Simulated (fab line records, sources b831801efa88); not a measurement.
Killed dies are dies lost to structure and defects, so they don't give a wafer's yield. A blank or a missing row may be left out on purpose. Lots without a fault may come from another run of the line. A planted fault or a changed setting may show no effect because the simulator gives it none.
fab line records | flow gf180mcu
record lots=6 wafers=18 last_day=34
route steps=602 shown CONTACT@303 M1@315
lots that met no fault: from a run of the same line without faults
start_h: hours from the record's first day to the start of the lot's first wafer shown | wait_h: hours since the lot's step before | " the same as in the row above | L1.1+2: a row that stands for several wafers | - no value, or no start given | * or withheld: withheld | < > ~ a bound
route shown NAME@n: a module of which the file shows steps, and the number in the route of the first | usual: mean/standard deviation of fault-free wafers | same: alike in all rows | chamber/n: place in a boat | sites: the reading at each site | _std_site: their standard deviation | _edge_site: outer sites' mean less inner sites' | radius_mm: how far each site lies from the wafer's centre | mask NAME#n: copy n | behind: the tool/chamber that last shaped the wafer | hold: why the lot was held/for how many hours/how that ended | device: the transistor (n, p or np) that didn't switch | end of line: the same wafers' tests at the end of the route | a step without rows: its recipe alone | killed: dies lost to structure and defects at the first sort, not the wafer's yield | map: a wafer's dies, x killed, . not, _ none there
set.NAME: the setting as run; set.NAME@STEP: as run at that earlier step | model.NAME: the simulator's own value behind a step, which no gauge read
lots at some steps of the route; a table a step, a row a wafer
services: from which hour (start_h, from the record's first day; less than 0 if before it) a tool's chamber was out of use, for how many hours, and why
## steps
# step GF_CONTACT_ETCH_16
# recipe chemistry=N2/H2 target_depth_a=withheld overetch_a=withheld time_s=withheld target=BARC ion_energy_ev=200 source_w=500 bias_w=100 pressure_mtorr=30 n2_flow_sccm=100 h2_flow_sccm=200
# step GF_CONTACT_ETCH_17
# recipe chemistry=C4F8/O2/Ar mask_material=KrF target=SiO2 stop_on=CoSi2 source_w=1500 bias_w=1200 pressure_mtorr=40 c4f8_flow_sccm=withheld O2_flow_sccm=6 Ar_flow_sccm=300 time_s=withheld target_depth_a=8600
# usual oes_product_au=0.815/0.0045
# columns lot.wafer tool chamber start_h wait_h oes_product_au
L932.1 rie_diel-03 1 - - 0.820
L932.2 " 0 " " 0.812
L932.3 " 2 " " 0.817
L933.2 rie_diel-03 3 - - 0.816
L933.3 " 2 " " 0.815
L933.6 " 1 " " 0.812
L934.1 rie_diel-01 3 - - 0.816
L934.2 " 2 " " 0.814
L934.3 " 0 " " 0.821
L939.2 rie_diel-02 0 - - 0.814
L939.5 " 0 " " 0.813
L939.6 " 1 " " 0.811
L940.2 rie_diel-01 2 - - 0.811
L940.4 " 1 " " 0.812
L940.5 " 2 " " 0.814
L942.1 rie_diel-02 0 - - 0.817
L942.2 " 2 " " 0.821
L942.5 " 2 " " 0.811
# step GF_CONTACT_STRIP_18
# recipe chemistry=O2/N2 power_w=1400 pressure_mtorr=1500 platen_temp_c=250 o2_flow_sccm=3000 n2_flow_sccm=300 overash_fraction=0.5
# usual drypump_motor_current_A=5.6/0.59 heater_power_w=321/34 oes_product_au=0.579/0.0053
# same overash_fraction=0.5
# columns lot.wafer tool chamber start_h wait_h drypump_motor_current_A heater_power_w oes_product_au rf_hours_counter_h
L932.1 plasma_asher-04 0 463.51 - 6.5 339 0.578 4
L932.2 " 1 " " 5.4 282 0.583 4
L932.3 " 1 " " 5.3 282 0.580 -
L933.2 plasma_asher-04 0 469.10 - 6.5 344 0.586 4
L933.3 " 0 " " 6.5 334 0.584 -
L933.6 " 1 " " 5.4 291 0.591 -
L934.1 plasma_asher-03 0 481.98 - 5.2 413 0.576 93
L934.2 " 1 " " 6.0 313 0.588 93
L934.3 " 0 " " 5.1 394 0.584 -
L939.2 plasma_asher-02 1 522.36 - 5.8 293 0.582 74
L939.5 " 1 " " 5.8 302 0.582 -
L939.6 " 0 " " 4.8 321 0.572 -
L940.2 plasma_asher-04 0 527.90 - 6.5 341 0.572 13
L940.4 " 1 " " 5.4 291 0.589 -
L940.5 " 1 " " 5.4 283 0.582 -
L942.1 plasma_asher-02 0 543.03 - 4.8 316 0.577 76
L942.2 " 1 " " 5.8 306 0.574 76
L942.5 " 0 " " 4.8 325 0.576 -
# step GF_CONTACT_CLEAN_19
# recipe chemistry=SPM
# step GF_CONTACT_CLEAN_20
# recipe chemistry=DIW
# step GF_CONTACT_CLEAN_21
# recipe chemistry=dHF time_s=20 dilution=100:1 dry=ipa_marangoni
# step GF_CONTACT_SPUTTER_22
# recipe material=Ti target_thk_nm=15 chamber_pressure_pa=5 power_w=2500 substrate_temp_c=200 time_s=80.02
# usual cathode_dc_power_W=2500.0/0.49 chamber_pressure_pa=5.001/0.009 throttle_valve_pct=30.2/1.1
# columns lot.wafer tool chamber start_h wait_h cathode_dc_power_W chamber_pressure_pa throttle_valve_pct
L932.1 pvd_sputter-04 - 463.81 0.0 2499.7 4.991 30.7
L932.2 " - " " 2499.9 5.000 30.8
L932.3 " - " " 2499.8 5.008 30.2
L933.2 pvd_sputter-02 - 469.40 0.0 2499.3 5.000 30.5
L933.3 " - " " 2500.3 5.012 30.9
L933.6 " - " " 2500.2 4.997 31.8
L934.1 pvd_sputter-02 - 482.29 0.0 2499.9 5.000 30.6
L934.2 " - " " 2500.5 4.989 32.0
L934.3 " - " " 2500.0 5.013 31.2
L939.2 pvd_sputter-01 - 522.67 0.0 2500.4 5.013 29.5
L939.5 " - " " 2500.5 4.998 28.3
L939.6 " - " " 2500.8 4.996 31.7
L940.2 pvd_sputter-02 - 528.20 0.0 2499.4 5.005 32.0
L940.4 " - " " 2499.3 4.999 29.9
L940.5 " - " " 2499.9 4.991 32.0
L942.1 pvd_sputter-04 - 543.34 0.0 2500.6 4.996 29.6
L942.2 " - " " 2498.9 4.997 30.3
L942.5 " - " " 2500.3 4.999 30.1
# step GF_CONTACT_SPUTTER_23
# recipe material=TiN target_thk_nm=10 chamber_pressure_pa=5 power_w=4000 time_s=40
# step GF_CONTACT_CVD_24
# recipe material=W target_thk_nm=300 time_s=90.339 temp_c=400 pressure_torr=40
# usual heater_power_w=854/49
# columns lot.wafer tool chamber start_h wait_h heater_power_w
L932.1 cvd_w-01 1 463.91 0.0 798
L932.2 " 0 " " 844
L932.3 " 0 " " 858
L933.2 cvd_w-02 1 469.52 0.0 909
L933.3 " 0 " " 854
L933.6 " 0 " " 850
L934.1 cvd_w-01 1 482.39 0.0 793
L934.2 " 0 " " 837
L934.3 " 0 " " 876
L939.2 cvd_w-01 0 522.77 0.0 865
L939.5 " 1 " " 776
L939.6 " 0 " " 868
L940.2 cvd_w-01 0 528.30 0.0 855
L940.4 " 0 " " 871
L940.5 " 1 " " 804
L942.1 cvd_w-02 0 543.44 0.0 885
L942.2 " 1 " " 925
L942.5 " 0 " " 879
# step GF_CONTACT_RS_MEAS_25
# recipe thk_meas_gauge=four-point-probe reads=W_of_CONTACT_CVD_24+TiN_of_CONTACT_SPUTTER_23+Ti_of_CONTACT_SPUTTER_22
# usual CONTACT_W_RS=0.385/0.0073
# columns lot.wafer tool chamber start_h wait_h CONTACT_W_RS[ohm/sq]
L932.1 film_metro-02 - 464.01 0.1 0.390
L932.2 " - " " 0.375
L932.3 " - " " 0.379
L933.2 film_metro-03 - 469.64 0.1 0.385
L933.3 " - " " 0.399
L933.6 " - " " 0.397
L934.1 film_metro-02 - 482.49 0.1 0.383
L934.2 " - " " 0.378
L934.3 " - " " 0.378
L939.2 film_metro-03 - 522.89 0.1 0.378
L939.5 " - " " 0.385
L939.6 " - " " 0.373
L940.2 film_metro-03 - 528.42 0.1 0.379
L940.4 " - " " 0.379
L940.5 " - " " 0.383
L942.1 film_metro-03 - 543.54 0.1 0.399
L942.2 " - " " 0.395
L942.5 " - " " 0.400
# step GF_CONTACT_THK_MEAS_26
# recipe thk_meas_gauge=xrf reads=W_of_CONTACT_CVD_24
# usual CONTACT_W_THK=301/5.9
# columns lot.wafer tool chamber start_h wait_h CONTACT_W_THK[nm]
L932.1 film_metro-02 - 464.13 0.1 300
L932.2 " - " " 312
L932.3 " - " " 309
L933.2 film_metro-03 - 469.75 0.1 303
L933.3 " - " " 291
L933.6 " - " " 291
L934.1 film_metro-02 - 482.61 0.1 302
L934.2 " - " " 307
L934.3 " - " " 308
L939.2 film_metro-03 - 523.00 0.1 307
L939.5 " - " " 300
L939.6 " - " " 312
L940.2 film_metro-03 - 528.53 0.1 305
L940.4 " - " " 305
L940.5 " - " " 302
L942.1 film_metro-03 - 543.66 0.1 289
L942.2 " - " " 290
L942.5 " - " " 290
# step GF_CONTACT_CMP_27
# recipe stop_on=SiO2 down_force_psi=3.5 platen_rpm=60 t_overpolish_s=15 target_thk_nm=0 pad_velocity_m_s=0.94248
# usual motor_current_A=11.5/1.2 overpolish_run_s=15.000/0.0088 retaining_ring_pressure_frac=1.000/0.0049 time_to_endpoint_s=73/5.5
# columns lot.wafer tool chamber start_h wait_h motor_current_A overpolish_run_s retaining_ring_pressure_frac time_to_endpoint_s
L932.2 cmp-01 3 464.19 0.0 11.5 14.999 1.001 65
L932.1 " 0 " " 13.4 15.007 0.994 77
L932.3 " 1 " " 11.9 14.994 0.993 70
L933.3 cmp-02 1 469.80 0.0 9.9 14.988 0.998 82
L933.2 " 2 " " 10.9 15.007 0.998 77
L933.6 " 1 " " 9.9 15.000 1.002 82
L934.3 cmp-02 0 482.72 0.1 12.8 14.993 0.994 78
L934.2 " 1 " " 9.9 15.006 0.996 83
L934.1 " 2 " " 11.2 14.990 0.998 73
L939.2 cmp-02 1 523.15 0.1 9.9 15.015 1.004 80
L939.5 " 3 " " 10.5 15.002 1.002 69
L939.6 " 0 " " 13.2 15.013 0.990 73
L940.4 cmp-02 1 528.58 0.0 9.7 14.983 1.003 83
L940.2 " 2 " " 10.9 14.998 1.000 74
L940.5 " 2 " " 11.1 15.001 1.007 71
L942.1 cmp-02 3 543.77 0.1 10.6 15.009 0.997 64
L942.2 " 1 " " 10.3 14.998 1.003 76
L942.5 " 3 " " 9.8 15.002 1.000 67
# step GF_M1_SPUTTER_00
# recipe material=Ti target_thk_nm=37.5 arriving_ion_energy_ev=80 substrate_temp_c=200 chamber_pressure_pa=2 power_w=4000 time_s=150
# usual cathode_dc_power_W=4000.0/0.74 chamber_pressure_pa=2.000/0.004 throttle_valve_pct=29.9/1
# columns lot.wafer tool chamber start_h wait_h cathode_dc_power_W chamber_pressure_pa throttle_valve_pct
L932.1 pvd_sputter-03 - 464.49 0.2 3998.5 2.002 31.0
L932.2 " - " " 4000.3 2.000 30.5
L932.3 " - " " 3999.6 2.004 29.2
L933.2 pvd_sputter-04 - 470.10 0.2 - - -
L933.3 " - " " - - -
L933.6 " - " " - - -
L934.1 pvd_sputter-01 - 482.97 0.1 - - -
L934.2 " - " " - - -
L934.3 " - " " - - -
L939.2 pvd_sputter-04 - 523.35 0.1 4000.1 2.008 30.3
L939.5 " - " " 3999.4 2.007 31.1
L939.6 " - " " 3998.2 1.994 29.3
L940.2 pvd_sputter-01 - 528.88 0.2 3999.9 2.004 28.3
L940.4 " - " " 4000.2 1.998 31.9
L940.5 " - " " 3999.8 2.002 29.4
L942.1 pvd_sputter-04 - 544.02 0.2 4000.4 2.002 31.1
L942.2 " - " " 3999.7 2.002 30.1
L942.5 " - " " 4000.0 2.002 29.5
# step GF_M1_SPUTTER_01
# recipe material=TiN target_thk_nm=30 power_w=6500 time_s=25 chamber_pressure_pa=0.4
## services
# columns tool chamber start_h hours kind
pvd_sputter-01 - 439.97 5.4 repair
pvd_sputter-02 - 440.63 1.4 repair
rie_diel-02 3 445.74 4.7 repair
pvd_sputter-03 - 449.18 5.0 repair
cmp-01 - 449.58 3.9 repair
rie_diel-03 0 450.51 5.8 repair
pvd_sputter-02 - 460.00 1.4 repair
rie_diel-03 2 471.34 3.5 repair
rie_diel-01 2 475.27 4.8 repair
rie_diel-02 0 477.85 4.0 repair
cmp-01 - 483.10 3.8 pm
cmp-02 - 487.46 5.2 pm
plasma_asher-03 - 498.41 48.5 repair
pvd_sputter-03 - 503.42 1.4 repair
rie_diel-02 3 523.22 8.1 repair
rie_diel-02 1 530.29 4.9 repair
rie_diel-03 3 532.50 7.3 repair
## key
first_sign step=GF_M1_SPUTTER_00 reading=tool_record direction=missing
effect none on later readings
met_at GF_M1_SPUTTER_00
struck_wafers L933.2,L933.3,L933.6,L934.1,L934.2,L934.3
later_rows_left_out L933.2,L933.3,L933.6,L934.1,L934.2,L934.3
sort_left_out L933.2,L933.3,L933.6,L934.1,L934.2,L934.3
fault kind=skipped_step_whole tool=pvd_sputter-01,pvd_sputter-04 chamber=- onset_h=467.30 steps=GF_M1_SPUTTER_00 scope=struck_lots_only
# sort_left_out: the simulated sort isn't trusted on such a fault, so these wafers' sort isn't shown, and their yield isn't known
# later_rows_left_out: the simulator's readings of these wafers behind a module that went badly wrong aren't trusted and aren't shown, but for the sort
